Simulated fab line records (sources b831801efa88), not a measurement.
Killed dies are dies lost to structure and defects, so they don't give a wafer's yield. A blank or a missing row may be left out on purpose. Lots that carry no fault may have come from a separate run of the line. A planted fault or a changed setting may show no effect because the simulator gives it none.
fab line records | flow sky130
record lots=6 wafers=18 lastDay=50
route steps=708 shown DNWELL@41 PWDE@45 NWELL@56 PAD_OPEN@708
lots with no fault: from the same line, run without faults
startH: start of the lot's first displayed wafer, in hours after the record's first day | waitH: hours from the lot's prior step to this one | " unchanged from the row above | L1.1+2: a row that stands for several wafers | - no value, or no start was given | * or withheld: withheld | < > ~ a bound
route shown NAME@n: a module of which the file shows steps, and the number in the route of the first | usual: mean/standard deviation of fault-free wafers | same: alike in all rows | chamber/n: place in a boat | sites: per-site readings | _std_site: their standard deviation | _edge_site: mean of outer sites minus mean of inner sites | radiusMm: for every site, how far away it sits from the centre of the wafer | mask NAME#n: copy n | behind: the most recent tool/chamber to have shaped the wafer | hold: why the lot went on hold/how many hours it stayed there/how the hold came to an end | device: transistor that didn't switch, given as n, p or np | end of line: tests of these same wafers at the route's end | step lacking rows: just its recipe | killed: the dies lost at the first sort to structure and to defects; this is not the yield of the wafer | map: a wafer's dies, marking killed ones x, the rest . and places with no die _
set.NAME: the run value of the setting; set.NAME@STEP: its run value at that earlier step | model.NAME: the simulator's own value behind a step, which no gauge read
lots seen at some steps along the route; tables by step, rows by wafer
services: a tool's chamber out of use, with start hour (startH, from the record's first day; less than 0 if before it), hours out, and reason
## steps
# step SKY_DNWELL_DEVELOP_06
# recipe wallAngleDeg=90 developer=TMAH developTimeS=60 devTempC=23
# step SKY_DNWELL_IMPLANT_07
# recipe species=P energyKev=withheld doseCm2=withheld tiltDeg=withheld
# step SKY_DNWELL_STRIP_08
# recipe chemistry=O2/N2 powerW=1400 pressureMtorr=1500 platenTempC=withheld o2FlowSccm=3000 n2FlowSccm=300 overashFraction=0.5
# usual drypumpMotorCurrentA=5.66/0.18 oesProductAu=0.723/0.0052 stripTimeToEndpointS=36.95/0.089
# columns lot.wafer tool chamber startH waitH drypumpMotorCurrentA oesProductAu rfHoursCounterH stripTimeToEndpointS
L409.1 plasmaAsher-03 0 68.48 0.1 5.71 0.719 39 36.89
L409.2 " 1 " " 5.84 0.724 39 36.84
L409.4 " 0 " " 5.70 0.726 - 36.87
L419.2 plasmaAsher-01 1 113.11 0.1 5.44 0.723 42 36.96
L419.4 " 0 " " 5.43 0.732 - 37.10
L419.5 " 1 " " 5.44 0.724 - 36.91
L420.1 plasmaAsher-03 0 121.88 0.1 5.69 0.716 0 36.93
L420.3 " 1 " " 5.85 0.730 - 37.11
L420.4 " 0 " " 5.72 0.708 - 37.13
L423.3 plasmaAsher-03 1 134.46 0.1 5.83 0.718 - 36.89
L423.4 " 0 " " 5.70 0.724 - 36.97
L423.5 " 0 " " 5.68 0.711 - 37.02
L425.3 plasmaAsher-02 1 142.95 0.1 5.86 0.724 - 36.90
L425.5 " 1 " " 5.86 0.714 - 36.88
L425.6 " 0 " " 5.82 0.741 - 36.84
L429.1 plasmaAsher-01 1 166.23 0.1 5.43 0.729 48 36.79
L429.3 " 0 " " 5.43 0.723 - 36.82
L429.5 " 0 " " 5.49 0.726 - 36.76
# step SKY_DNWELL_TW_MEAS_09
# usual DNWELL_TW=1112/12
# columns lot.wafer tool chamber startH waitH DNWELL_TW
L409.1 filmMetro-03 - 68.58 0.1 1104
L409.2 " - " " 1106
L409.4 " - " " 1100
L419.2 filmMetro-03 - 113.22 0.1 1102
L419.4 " - " " 1096
L419.5 " - " " 1099
L420.1 filmMetro-03 - 121.98 0.1 1088
L420.3 " - " " 1093
L420.4 " - " " 1096
L423.3 filmMetro-04 - 134.55 0.1 1129
L423.4 " - " " 1131
L423.5 " - " " 1122
L425.3 filmMetro-02 - 143.03 0.1 1110
L425.5 " - " " 1109
L425.6 " - " " 1111
L429.1 filmMetro-02 - 166.33 0.1 1108
L429.3 " - " " 1108
L429.5 " - " " 1112
# step SKY_PWDE_DEHYDRATE_00
# recipe tempC=200 timeS=60
# step SKY_PWDE_HMDS_01
# recipe primeTimeS=60 primeTempC=120
# step SKY_PWDE_COAT_02
# recipe spinRpm=2000 resistThkNm=3000
# step SKY_PWDE_SOFTBAKE_03
# recipe tempC=110 timeS=withheld
# step SKY_PWDE_EXPOSE_04
# recipe maskId=PWDEM na=0.6 sourceShape=conventional sigmaOuter=0.6 polarization=unpolarized targetCdNm=840 doseMj=214
# step SKY_PWDE_PEB_05
# recipe tempC=115 timeS=withheld
# step SKY_PWDE_DEVELOP_06
# recipe wallAngleDeg=90 developer=TMAH developTimeS=60 devTempC=23
# step SKY_PWDE_OVL_MEAS_07
# usual PWDE_OVL=1.5/1.3
# columns lot.wafer tool chamber startH waitH PWDE_OVL[nm]
L409.1 overlay-02 - 84.91 - 1.8
L409.2 " - " " 1.6
L409.4 " - " " 2.1
L419.2 overlay-01 - 132.02 - 1.7
L419.4 " - " " 1.5
L419.5 " - " " 0.3
L420.1 overlay-02 - 141.58 - 1.0
L420.3 " - " " 0.7
L420.4 " - " " 1.0
L423.3 overlay-02 - 153.97 - 1.5
L423.4 " - " " 0.7
L423.5 " - " " 1.7
L425.3 overlay-01 - 163.62 - 1.3
L425.5 " - " " 1.7
L425.6 " - " " -0.2
L429.1 overlay-01 - 187.26 - 2.1
L429.3 " - " " 2.3
L429.5 " - " " 2.8
# step SKY_PWDE_IMPLANT_08
# recipe species=B energyKev=150 doseCm2=3.6e+12 tiltDeg=withheld
# usual beamEnergyKeV=150.00/0.047 doseIonsCm2=3.599e+12/3.8e+09
# columns lot.wafer tool chamber startH waitH beamEnergyKeV doseIonsCm2 model.implant.rpNm model.implant.drpNm
L409.1 implanter-01 0 84.95 0.0 149.96 3.6e+12 437.7 97.97
L409.2 " 0 " " 149.97 3.596e+12 437.7 97.97
L409.4 " 0 " " 150.06 3.606e+12 437.7 97.97
L419.2 implanter-03 0 132.07 0.0 182.43 3.6e+12 514.8 105
L419.4 " 0 " " 182.40 3.601e+12 514.8 105
L419.5 " 0 " " 182.37 3.605e+12 514.8 105
L420.1 implanter-03 0 141.62 0.0 182.44 3.603e+12 495 105
L420.3 " 0 " " 182.48 3.601e+12 495 105
L420.4 " 0 " " 182.34 3.599e+12 495 105
L423.3 implanter-01 0 154.05 0.1 149.92 3.603e+12 426.2 97.97
L423.4 " 0 " " 149.94 3.6e+12 426.2 97.97
L423.5 " 0 " " 149.94 3.597e+12 426.2 97.97
L425.3 implanter-04 0 163.70 0.1 150.01 3.593e+12 437.3 97.97
L425.5 " 0 " " 150.01 3.603e+12 437.3 97.97
L425.6 " 0 " " 150.04 3.594e+12 437.3 97.97
L429.1 implanter-01 0 187.30 0.0 149.98 3.599e+12 422.6 97.97
L429.3 " 0 " " 149.97 3.595e+12 422.6 97.97
L429.5 " 0 " " 149.90 3.597e+12 422.6 97.97
# step SKY_PWDE_STRIP_09
# recipe chemistry=O2/N2 powerW=1400 pressureMtorr=1500 platenTempC=withheld o2FlowSccm=3000 n2FlowSccm=300 overashFraction=0.5
# usual drypumpMotorCurrentA=5.88/0.19 oesProductAu=0.722/0.0045 stripTimeToEndpointS=36.95/0.1
# columns lot.wafer tool chamber startH waitH drypumpMotorCurrentA oesProductAu rfHoursCounterH stripTimeToEndpointS
L409.1 plasmaAsher-02 1 85.10 0.1 5.86 0.723 40 36.96
L409.2 " 0 " " 5.82 0.721 40 36.97
L409.4 " 0 " " 5.82 0.721 - 37.02
L419.2 plasmaAsher-03 0 132.20 0.1 5.71 0.731 1 36.76
L419.4 " 1 " " 5.84 0.724 - 36.84
L419.5 " 0 " " 5.72 0.721 - 36.67
L420.1 plasmaAsher-04 0 141.77 0.1 5.79 0.716 32 36.77
L420.3 " 0 " " 5.79 0.712 - 36.79
L420.4 " 1 " " 6.35 0.720 - 36.91
L423.3 plasmaAsher-02 0 154.18 0.1 5.84 0.720 - 36.96
L423.4 " 1 " " 5.85 0.714 - 36.95
L423.5 " 1 " " 5.82 0.726 - 36.89
L425.3 plasmaAsher-02 1 163.83 0.1 5.85 0.724 - 37.11
L425.5 " 1 " " 5.83 0.729 - 37.00
L425.6 " 0 " " 5.84 0.726 - 36.97
L429.1 plasmaAsher-03 1 187.45 0.1 5.86 0.715 7 36.95
L429.3 " 1 " " 5.86 0.723 - 36.94
L429.5 " 0 " " 5.71 0.726 - 36.70
# step SKY_PWDE_TW_MEAS_10
# usual PWDE_TW=373/3.5
# columns lot.wafer tool chamber startH waitH PWDE_TW
L409.1 filmMetro-04 - 85.20 0.1 379
L409.2 " - " " 380
L409.4 " - " " 378
L419.2 filmMetro-03 - 132.31 0.1 371
L419.4 " - " " 373
L419.5 " - " " 372
L420.1 filmMetro-02 - 141.87 0.1 375
L420.3 " - " " 376
L420.4 " - " " 375
L423.3 filmMetro-04 - 154.27 0.1 377
L423.4 " - " " 377
L423.5 " - " " 378
L425.3 filmMetro-04 - 163.92 0.1 377
L425.5 " - " " 376
L425.6 " - " " 377
L429.1 filmMetro-02 - 187.55 0.1 377
L429.3 " - " " 376
L429.5 " - " " 375
# step SKY_NWELL_DEHYDRATE_03
# recipe tempC=200 timeS=60
# step SKY_NWELL_HMDS_04
# recipe primeTimeS=60 primeTempC=120
# step SKY_NWELL_COAT_05
# recipe spinRpm=2000 resistThkNm=3000
# step SKY_NWELL_SOFTBAKE_06
# recipe tempC=110 timeS=withheld
# step SKY_NWELL_EXPOSE_07
# recipe maskId=NWM na=0.6 sourceShape=conventional sigmaOuter=0.6 polarization=unpolarized targetCdNm=840 doseMj=255
# step SKY_NWELL_PEB_08
# recipe tempC=115 timeS=withheld
# step SKY_NWELL_DEVELOP_09
# recipe wallAngleDeg=90 developer=TMAH developTimeS=60 devTempC=23
# step SKY_NWELL_OVL_MEAS_10
# usual NWELL_00_OVL=-0.6/1.3
# columns lot.wafer tool chamber startH waitH NWELL_00_OVL[nm]
L409.1 overlay-02 - 103.03 - -1.7
L409.2 " - " " -2.3
L409.4 " - " " -1.2
L419.2 overlay-02 - 151.70 - 1.8
L419.4 " - " " -1.6
L419.5 " - " " -1.7
L420.1 overlay-01 - 161.90 - 1.9
L420.3 " - " " -0.2
L420.4 " - " " 0.7
L423.3 overlay-02 - 175.19 - -2.4
L423.4 " - " " -3.2
L423.5 " - " " -2.1
L425.3 overlay-02 - 185.24 - -0.9
L425.5 " - " " -1.0
L425.6 " - " " -0.6
L429.1 overlay-01 - 208.58 - -2.6
L429.3 " - " " -0.8
L429.5 " - " " -3.3
# step SKY_NWELL_IMPLANT_11
# recipe species=P energyKev=400 doseCm2=1.9e+13 tiltDeg=withheld
# step SKY_NWELL_IMPLANT_12
# recipe species=P energyKev=120 doseCm2=1.3e+12 tiltDeg=withheld
# step SKY_NWELL_IMPLANT_13
# recipe species=P energyKev=50 doseCm2=7e+11 tiltDeg=withheld
# step SKY_NWELL_STRIP_14
# recipe chemistry=O2/N2 powerW=1400 pressureMtorr=1500 platenTempC=withheld o2FlowSccm=3000 n2FlowSccm=300 overashFraction=0.5
# usual drypumpMotorCurrentA=5.73/0.29 oesProductAu=0.722/0.0046 stripTimeToEndpointS=36.94/0.1
# columns lot.wafer tool chamber startH waitH drypumpMotorCurrentA oesProductAu rfHoursCounterH stripTimeToEndpointS
L409.1 plasmaAsher-04 1 103.52 0.1 6.39 0.729 28 37.07
L409.2 " 0 " " 5.77 0.722 28 37.04
L409.4 " 1 " " 6.38 0.721 - 37.01
L419.2 plasmaAsher-02 0 152.18 0.1 5.82 0.727 47 36.91
L419.4 " 1 " " 5.85 0.719 - 36.88
L419.5 " 1 " " 5.85 0.721 - 36.94
L420.1 plasmaAsher-02 0 162.38 0.1 5.81 0.729 48 36.91
L420.3 " 0 " " 5.81 0.727 - 36.91
L420.4 " 1 " " 5.86 0.724 - 36.93
L423.3 plasmaAsher-02 0 175.70 0.1 5.80 0.721 - 36.93
L423.4 " 1 " " 5.85 0.726 - 36.86
L423.5 " 1 " " 5.85 0.724 - 37.02
L425.3 plasmaAsher-02 1 185.75 0.1 5.86 0.719 - 36.95
L425.5 " 0 " " 5.81 0.713 - 36.99
L425.6 " 1 " " 5.85 0.716 - 36.95
L429.1 plasmaAsher-01 1 209.07 0.1 5.43 0.724 52 36.90
L429.3 " 0 " " 5.49 0.716 - 37.04
L429.5 " 0 " " 5.46 0.726 - 36.91
# step SKY_NWELL_TW_MEAS_15
# usual NWELL_TW=1814/15
# columns lot.wafer tool chamber startH waitH NWELL_TW
L409.1 filmMetro-03 - 103.62 0.1 1800
L409.2 " - " " 1806
L409.4 " - " " 1809
L419.2 filmMetro-03 - 152.29 0.1 1787
L419.4 " - " " 1791
L419.5 " - " " 1794
L420.1 filmMetro-04 - 162.48 0.1 1826
L420.3 " - " " 1830
L420.4 " - " " 1839
L423.3 filmMetro-04 - 175.79 0.1 1824
L423.4 " - " " 1804
L423.5 " - " " 1815
L425.3 filmMetro-02 - 185.84 0.1 1822
L425.5 " - " " 1821
L425.6 " - " " 1816
L429.1 filmMetro-04 - 209.17 0.1 1820
L429.3 " - " " 1813
L429.5 " - " " 1822
# step SKY_NWELL_DEHYDRATE_16
# recipe tempC=200 timeS=60
# step SKY_NWELL_HMDS_17
# recipe primeTimeS=60 primeTempC=120
# step SKY_NWELL_COAT_18
# recipe spinRpm=2000 resistThkNm=3000
# step SKY_NWELL_SOFTBAKE_19
# recipe tempC=110 timeS=withheld
# step SKY_NWELL_EXPOSE_20
# recipe maskId=NWM_COMPLEMENT na=0.6 sourceShape=conventional sigmaOuter=0.6 polarization=unpolarized targetCdNm=840 doseMj=260
# step SKY_NWELL_PEB_21
# recipe tempC=115 timeS=withheld
# step SKY_NWELL_DEVELOP_22
# recipe wallAngleDeg=90 developer=TMAH developTimeS=60 devTempC=23
# step SKY_NWELL_OVL_MEAS_23
# usual NWELL_01_OVL=-0.2/1.3
# columns lot.wafer tool chamber startH waitH NWELL_01_OVL[nm]
L409.1 overlay-02 - 122.05 - 0.5
L409.2 " - " " 0.4
L409.4 " - " " 0.9
L419.2 overlay-02 - 172.44 - -2.6
L419.4 " - " " -0.4
L419.5 " - " " 0.0
L420.1 overlay-01 - 182.33 - -0.4
L420.3 " - " " -0.9
L420.4 " - " " 0.2
L423.3 overlay-02 - 196.34 - -0.5
L423.4 " - " " 0.2
L423.5 " - " " 1.1
L425.3 overlay-01 - 206.34 - 0.4
L425.5 " - " " 1.2
L425.6 " - " " 1.1
L429.1 overlay-02 - 231.20 - -2.1
L429.3 " - " " -4.3
L429.5 " - " " -0.8
# step SKY_NWELL_IMPLANT_24
# recipe species=B energyKev=140 doseCm2=9.2e+12 tiltDeg=withheld
# step SKY_NWELL_STRIP_25
# recipe chemistry=O2/N2 powerW=1400 pressureMtorr=1500 platenTempC=withheld o2FlowSccm=3000 n2FlowSccm=300 overashFraction=0.5
# usual drypumpMotorCurrentA=5.77/0.29 oesProductAu=0.722/0.0047 stripTimeToEndpointS=36.95/0.092
# columns lot.wafer tool chamber startH waitH drypumpMotorCurrentA oesProductAu rfHoursCounterH stripTimeToEndpointS
L409.1 plasmaAsher-04 1 122.24 0.1 6.38 0.716 30 36.87
L409.2 " 0 " " 5.77 0.724 30 36.84
L409.4 " 0 " " 5.71 0.723 - 36.72
L419.2 plasmaAsher-02 0 172.62 0.1 5.84 0.718 49 36.90
L419.4 " 0 " " 5.83 0.727 - 37.04
L419.5 " 0 " " 5.81 0.725 - 36.93
L420.1 plasmaAsher-04 0 182.52 0.1 5.73 0.726 35 36.90
L420.3 " 1 " " 6.35 0.723 - 36.88
L420.4 " 0 " " 5.79 0.718 - 36.81
L423.3 plasmaAsher-01 0 196.55 0.1 5.47 0.729 - 36.94
L423.4 " 1 " " 5.45 0.717 - 36.95
L423.5 " 1 " " 5.43 0.726 - 36.97
L425.3 plasmaAsher-02 1 206.55 0.1 5.85 0.724 - 36.98
L425.5 " 1 " " 5.87 0.726 - 37.04
L425.6 " 0 " " 5.82 0.726 - 36.99
L429.1 plasmaAsher-01 1 231.38 0.1 5.43 0.729 54 37.06
L429.3 " 1 " " 5.42 0.730 - 37.01
L429.5 " 0 " " 5.48 0.724 - 37.07
# step SKY_NWELL_TW_MEAS_26
# usual NWELL_2_TW=494/4.5
# columns lot.wafer tool chamber startH waitH NWELL_2_TW
L409.1 filmMetro-03 - 122.34 0.1 488
L409.2 " - " " 486
L409.4 " - " " 489
L419.2 filmMetro-04 - 172.73 0.1 497
L419.4 " - " " 495
L419.5 " - " " 495
L420.1 filmMetro-02 - 182.62 0.1 499
L420.3 " - " " 498
L420.4 " - " " 498
L423.3 filmMetro-04 - 196.64 0.1 496
L423.4 " - " " 495
L423.5 " - " " 498
L425.3 filmMetro-04 - 206.64 0.1 493
L425.5 " - " " 497
L425.6 " - " " 496
L429.1 filmMetro-02 - 231.48 0.1 492
L429.3 " - " " 492
L429.5 " - " " 491
# step SKY_NWELL_CLEAN_27
# recipe chemistry=SC1/SC2 mix=1:4:20 tempC=70 timeS=150 dry=n2Spin
# step SKY_NWELL_RTA_28
# recipe tempC=1050 timeS=30 idleTempC=650 rampUpCPerS=150 rampDownCPerS=90 ambient=N2
# usual lampPowerPct=25.31/0.053 wafer_temp_C_max=1054.9/0.95
# same timeS=30
# columns lot.wafer tool chamber startH waitH lampPowerPct wafer_temp_C_max
L409.1 rtpAnneal-01 0 122.45 0.0 25.33 1053.4
L409.2 " 0 " " 25.25 1054.7
L409.4 " 0 " " 25.29 1057.2
L419.2 rtpAnneal-01 0 172.85 0.0 25.29 1053.0
L419.4 " 0 " " 25.24 1053.5
L419.5 " 0 " " 25.40 1056.2
L420.1 rtpAnneal-01 0 182.73 0.0 25.36 1054.3
L420.3 " 0 " " 25.39 1053.6
L420.4 " 0 " " 25.31 1055.3
L423.3 rtpAnneal-02 0 196.76 0.0 25.31 1054.8
L423.4 " 0 " " 25.41 1055.1
L423.5 " 0 " " 25.31 1054.5
L425.3 rtpAnneal-02 0 206.76 0.0 25.30 1054.7
L425.5 " 0 " " 25.29 1054.1
L425.6 " 0 " " 25.37 1054.8
L429.1 rtpAnneal-01 0 231.60 0.0 25.36 1056.7
L429.3 " 0 " " 25.28 1053.9
L429.5 " 0 " " 25.22 1052.8
# step SKY_NWELL_RS_MEAS_29
# recipe thkMeasGauge=four-point-probe
# usual NWELL_RS=625.3/1.6
# columns lot.wafer tool chamber startH waitH NWELL_RS[ohm/sq]
L409.1 filmMetro-04 - 122.55 0.1 621.1
L409.2 " - " " 622.5
L409.4 " - " " 621.3
L419.2 filmMetro-03 - 172.95 0.1 627.0
L419.4 " - " " 624.7
L419.5 " - " " 626.2
L420.1 filmMetro-03 - 182.83 0.1 625.1
L420.3 " - " " 624.2
L420.4 " - " " 622.4
L423.3 filmMetro-03 - 196.87 0.1 626.2
L423.4 " - " " 628.3
L423.5 " - " " 625.1
L425.3 filmMetro-03 - 206.87 0.1 627.0
L425.5 " - " " 627.1
L425.6 " - " " 626.0
L429.1 filmMetro-02 - 231.70 0.1 627.3
L429.3 " - " " 627.2
L429.5 " - " " 627.0
# step SKY_NWELL_RS_MEAS_31
# recipe thkMeasGauge=four-point-probe
# usual PWDE_RS=5277/18
# columns lot.wafer tool chamber startH waitH PWDE_RS[ohm/sq]
L409.1 filmMetro-04 - 122.79 0.1 5278
L409.2 " - " " 5274
L409.4 " - " " 5278
L419.2 filmMetro-03 - 173.19 0.1 5235
L419.4 " - " " 5224
L419.5 " - " " 5211
L420.1 filmMetro-03 - 183.07 0.1 5238
L420.3 " - " " 5236
L420.4 " - " " 5226
L423.3 filmMetro-03 - 197.11 0.1 5286
L423.4 " - " " 5268
L423.5 " - " " 5283
L425.3 filmMetro-03 - 207.11 0.1 5258
L425.5 " - " " 5251
L425.6 " - " " 5252
L429.1 filmMetro-02 - 231.94 0.1 5286
L429.3 " - " " 5304
L429.5 " - " " 5277
# step SKY_PAD_OPEN_PROBE_99
# usual killed_at_M0_to_M3=43/6.8 killed_at_M4_up=3.0/1.6 killedAtContacts=25/6 killedAtFrontEnd=15/4.4 killedAtOther=0.3/0.52 killedDies=86/9.6 killedOpen=47/6.7 killedShort=39/6.8
# same grossDies=492 killedAtBackSide=0
# columns lot.wafer tool chamber startH waitH killed_at_M0_to_M3 killed_at_M4_up killedAtContacts killedAtFrontEnd killedAtOther killedDies killedOpen killedShort model.etest.res_p_drift_20v.lineOhmUm model.etest.res_p_drift_20v.rsOhmSq model.etest.resPwdeUnderGate.rsOhmSq
L409.1 prober-01 - 1096.65 0.1 40 3 27 12 0 82 50 32 1.211e+04 9964 6199
L409.2 prober-01 - 1096.70 0.1 45 0 23 19 0 87 45 41 1.121e+04 9355 6180
L409.4 prober-01 - 1096.80 0.2 42 3 29 17 0 91 48 43 1.108e+04 9217 6214
L420.1 prober-01 - 1154.73 0.1 57 4 20 18 0 99 56 43 9290 7590 6187
L420.3 prober-01 - 1154.83 0.2 49 1 30 11 1 92 45 47 9109 7741 6260
L420.4 prober-01 - 1154.88 0.2 53 2 15 14 1 85 50 35 9219 7580 6200
L419.2 prober-02 - 1155.90 0.1 34 2 33 12 0 81 41 40 8705 7358 6223
L419.4 prober-02 - 1156.00 0.2 46 8 16 10 0 80 41 39 8688 7317 6268
L419.5 prober-02 - 1156.05 0.2 37 2 20 12 0 71 45 26 8593 7296 6203
L423.3 prober-01 - 1165.30 0.2 47 1 26 22 1 97 43 54 1.281e+04 1.072e+04 6161
L423.4 prober-01 - 1165.35 0.2 35 2 27 19 2 85 53 31 1.25e+04 1.041e+04 6143
L423.5 prober-01 - 1165.40 0.2 48 6 22 14 0 90 45 45 1.234e+04 1.018e+04 6162
L425.3 prober-01 - 1174.50 0.2 57 4 27 7 0 95 60 35 1.125e+04 9385 6192
L425.5 prober-01 - 1174.60 0.2 40 4 27 19 0 90 44 46 1.159e+04 9695 6189
L425.6 prober-01 - 1174.65 0.2 44 4 25 5 0 78 41 36 1.159e+04 9697 6177
L429.1 prober-01 - 1190.38 0.1 40 1 23 14 0 78 39 38 1.202e+04 1.032e+04 6199
L429.3 prober-01 - 1190.48 0.2 45 4 27 26 0 102 54 47 1.279e+04 1.064e+04 6200
L429.5 prober-01 - 1190.58 0.2 37 3 29 13 1 83 47 35 1.211e+04 1.014e+04 6225
# killed by level:class
L409.1 VIA1:geometricParticle:open=12 CONTACT:geometricParticle:open=12 LI_CONTACT:geometricParticle:open=6 POLY_GATE:geometricParticle:open=5 METAL1:geometricParticle:short=5 CONTACT:geometricParticle:short=4 VIA1:geometricParticle:short=4 VIA2:geometricParticle:short=3
L409.2 CONTACT:geometricParticle:open=10 VIA1:geometricParticle:open=7 METAL2:geometricParticle:short=7 VIA3:geometricParticle:open=7 FIELD_ISO:geometricParticle:short=5 POLY_GATE:geometricParticle:open=5 LOCAL_INTERCONNECT:geometricParticle:short=4 METAL1:geometricParticle:short=4
L409.4 CONTACT:geometricParticle:open=12 VIA3:geometricParticle:open=9 METAL2:geometricParticle:short=9 VIA1:geometricParticle:open=8 CONTACT:geometricParticle:short=6 VIA2:geometricParticle:open=6 FIELD_ISO:geometricParticle:open=4 POLY_GATE:geometricParticle:short=4
L420.1 VIA1:geometricParticle:open=12 VIA2:geometricParticle:open=11 VIA1:geometricParticle:short=8 CONTACT:geometricParticle:open=7 VIA3:geometricParticle:open=7 SPACER:geometricParticle:open=5 METAL2:geometricParticle:short=5 VIA3:geometricParticle:short=5
L420.3 VIA1:geometricParticle:open=11 LI_CONTACT:geometricParticle:open=8 LOCAL_INTERCONNECT:geometricParticle:short=8 CONTACT:geometricParticle:open=8 VIA2:geometricParticle:open=6 CONTACT:geometricParticle:short=6 METAL1:geometricParticle:short=6 VIA3:geometricParticle:open=5
L420.4 VIA1:geometricParticle:open=13 VIA3:geometricParticle:open=8 FIELD_ISO:geometricParticle:open=7 VIA2:geometricParticle:open=7 CONTACT:geometricParticle:open=7 METAL1:geometricParticle:short=7 FIELD_ISO:geometricParticle:short=5 CONTACT:geometricParticle:short=4
L419.2 CONTACT:geometricParticle:open=11 VIA1:geometricParticle:open=9 LOCAL_INTERCONNECT:geometricParticle:short=7 LI_CONTACT:geometricParticle:short=6 VIA2:geometricParticle:open=6 METAL2:geometricParticle:short=5 POLY_GATE:geometricParticle:short=4 LI_CONTACT:geometricParticle:open=4
L419.4 VIA2:geometricParticle:open=9 CONTACT:geometricParticle:open=7 METAL4:geometricParticle:short=7 VIA1:geometricParticle:open=7 VIA3:geometricParticle:open=7 METAL1:geometricParticle:short=6 METAL2:geometricParticle:short=5 CONTACT:geometricParticle:short=4
L419.5 CONTACT:geometricParticle:open=12 VIA1:geometricParticle:open=9 METAL2:geometricParticle:short=6 VIA3:geometricParticle:open=6 VIA2:geometricParticle:open=6 VIA1:geometricParticle:short=5 LI_CONTACT:geometricParticle:open=4 FIELD_ISO:geometricParticle:short=3
L423.3 CONTACT:geometricParticle:open=9 FIELD_ISO:geometricParticle:open=8 CONTACT:geometricParticle:short=8 VIA1:geometricParticle:short=8 FIELD_ISO:geometricParticle:short=7 METAL1:geometricParticle:short=7 VIA1:geometricParticle:open=6 METAL2:geometricParticle:short=6
L423.4 VIA1:geometricParticle:open=10 FIELD_ISO:geometricParticle:open=8 CONTACT:geometricParticle:open=8 LI_CONTACT:geometricParticle:open=7 VIA2:geometricParticle:open=6 CONTACT:geometricParticle:short=5 VIA3:geometricParticle:open=5 POLY_GATE:geometricParticle:open=4
L423.5 VIA1:geometricParticle:open=15 CONTACT:geometricParticle:open=11 VIA1:geometricParticle:short=8 POLY_GATE:geometricParticle:short=5 VIA2:geometricParticle:open=5 FIELD_ISO:geometricParticle:short=4 CONTACT:geometricParticle:short=4 METAL2:geometricParticle:short=4
L425.3 VIA3:geometricParticle:open=14 CONTACT:geometricParticle:open=13 VIA1:geometricParticle:open=9 LI_CONTACT:geometricParticle:open=8 METAL2:geometricParticle:short=8 VIA2:geometricParticle:open=6 VIA1:geometricParticle:short=5 VIA3:geometricParticle:short=5
L425.5 CONTACT:geometricParticle:open=11 LI_CONTACT:geometricParticle:open=8 VIA2:geometricParticle:open=6 FIELD_ISO:geometricParticle:open=5 POLY_GATE:geometricParticle:open=5 CONTACT:geometricParticle:short=5 METAL1:geometricParticle:short=5 VIA1:geometricParticle:short=5
L425.6 CONTACT:geometricParticle:open=10 VIA1:geometricParticle:open=9 VIA1:geometricParticle:short=7 VIA2:geometricParticle:open=5 CONTACT:geometricParticle:short=5 VIA3:geometricParticle:short=5 LI_CONTACT:geometricParticle:open=4 METAL1:geometricParticle:short=4
L429.1 CONTACT:geometricParticle:open=10 VIA2:geometricParticle:open=9 LI_CONTACT:geometricParticle:short=6 VIA1:geometricParticle:short=6 METAL2:geometricParticle:short=5 VIA3:geometricParticle:open=5 POLY_GATE:geometricParticle:short=4 VIA1:geometricParticle:open=4
L429.3 LI_CONTACT:geometricParticle:open=11 VIA1:geometricParticle:open=8 CONTACT:geometricParticle:open=7 VIA3:geometricParticle:open=7 VIA2:geometricParticle:open=7 FIELD_ISO:geometricParticle:short=6 FIELD_ISO:geometricParticle:open=5 METAL1:geometricParticle:short=5
L429.5 CONTACT:geometricParticle:open=12 VIA2:geometricParticle:open=9 VIA1:geometricParticle:open=9 LI_CONTACT:geometricParticle:open=6 LI_CONTACT:geometricParticle:short=5 LOCAL_INTERCONNECT:geometricParticle:short=5 FIELD_ISO:geometricParticle:open=4 METAL1:geometricParticle:short=4
## services
# columns tool chamber startH hours kind
rtpAnneal-02 - 49.14 5.9 pm
implanter-01 - 58.95 0.7 repair
plasmaAsher-04 - 72.30 0.6 repair
plasmaAsher-04 - 87.18 9.7 repair
plasmaAsher-03 - 92.42 1.5 repair
plasmaAsher-03 - 108.75 9.0 pm
plasmaAsher-03 0 108.75 9.0 ventCycle
plasmaAsher-03 1 108.75 9.0 ventCycle
implanter-01 - 116.21 1.8 repair
plasmaAsher-03 0 117.75 - clean
plasmaAsher-03 1 117.75 - clean
implanter-03 - 153.98 1.2 repair
plasmaAsher-04 - 157.77 5.4 repair
plasmaAsher-04 - 199.23 2.8 pm
implanter-01 - 203.65 2.6 pm
implanter-01 - 216.85 3.8 repair
plasmaAsher-04 - 222.98 4.3 repair
## key
firstSign step=SKY_PWDE_IMPLANT_08 reading=beamEnergyKeV direction=up sigmas=99+ usual=* struck=*
effect step=SKY_NWELL_RS_MEAS_31 reading=PWDE_RS direction=down sigmas=2.7 usual=5277 struck=5228
modelEffect step=SKY_PWDE_IMPLANT_08 value=implant.rpNm without=434.4 struck=504.9
modelEffect step=SKY_PAD_OPEN_PROBE_99 value=etest.res_p_drift_20v.lineOhmUm without=1.186e+04 struck=8934
metAt SKY_PWDE_IMPLANT_08
struckWafers L419.2,L419.4,L419.5,L420.1,L420.3,L420.4
testerLeftOut L419,L420
fault kind=processParameterDrift tool=implanter-03 chamber=- onsetH=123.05 steps=SKY_PWDE_IMPLANT_08 channel=energyKev offset=* shape=step endH=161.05 actsIn=* stated=*
# testerLeftOut: of these lots the tester's yield and bins aren't shown, on N5 and GAA mostly nor the transistor test; their killed dies are dies lost to structure and defects alone, not to doping, threshold or leakage, so they don't give the yield
